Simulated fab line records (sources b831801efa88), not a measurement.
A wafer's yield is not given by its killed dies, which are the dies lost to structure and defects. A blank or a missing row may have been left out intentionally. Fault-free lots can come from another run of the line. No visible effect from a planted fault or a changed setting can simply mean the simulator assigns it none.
Which tool is to blame? -- flow gf180mcu -- 21 wafers sampled from 7 lots at 1 step of a route of 602

WHAT THE GAUGES READ, wafer by wafer
GF_HV_LDD_THK_MEAS_57.
lot,measured,on,HV_LDD_CVD_56_THK (nm)
L673,day 13 19:26,filmMetro-03,88.9 89.2 89.3
L675,day 14 12:49,filmMetro-02,90.3 91.0 91.1
L677,day 15 05:05,filmMetro-02,88.5 88.0 88.4
L679,day 15 21:21,filmMetro-03,89.9 90.3 89.4
L681,day 16 12:43,filmMetro-03,90.3 89.9 89.6
L690,day 19 11:19,filmMetro-04,90.8 90.8 90.6
L692,day 20 01:43,filmMetro-04,91.2 90.6 90.5

TOOL THAT RAN EACH LOT (tool first, then ch and the chambers of the sampled wafers, then the start)
Before these readings, the record contains no process step.

THE ANSWER, worked out from the rows above alone
Rule: usual is defined by the lots themselves. The widest of any qualifying gaps counts: lots, ordered by their means at a reading, are off when they make up no more than a third of the lots, leave a main group of 4 or more, and stand apart from it by 3 or more times the standard deviation of that group's means. A main group is skipped when, at the precision printed for the reading in the tables above, its means are all equal. A lot without any number at a reading at which 4 lots or more have one is off too. Any other lot the step has rows for is counted as sound.
Nothing can be told from this: no lot is off at any reading shown.

WHAT WAS PUT IN BY THE SIMULATOR
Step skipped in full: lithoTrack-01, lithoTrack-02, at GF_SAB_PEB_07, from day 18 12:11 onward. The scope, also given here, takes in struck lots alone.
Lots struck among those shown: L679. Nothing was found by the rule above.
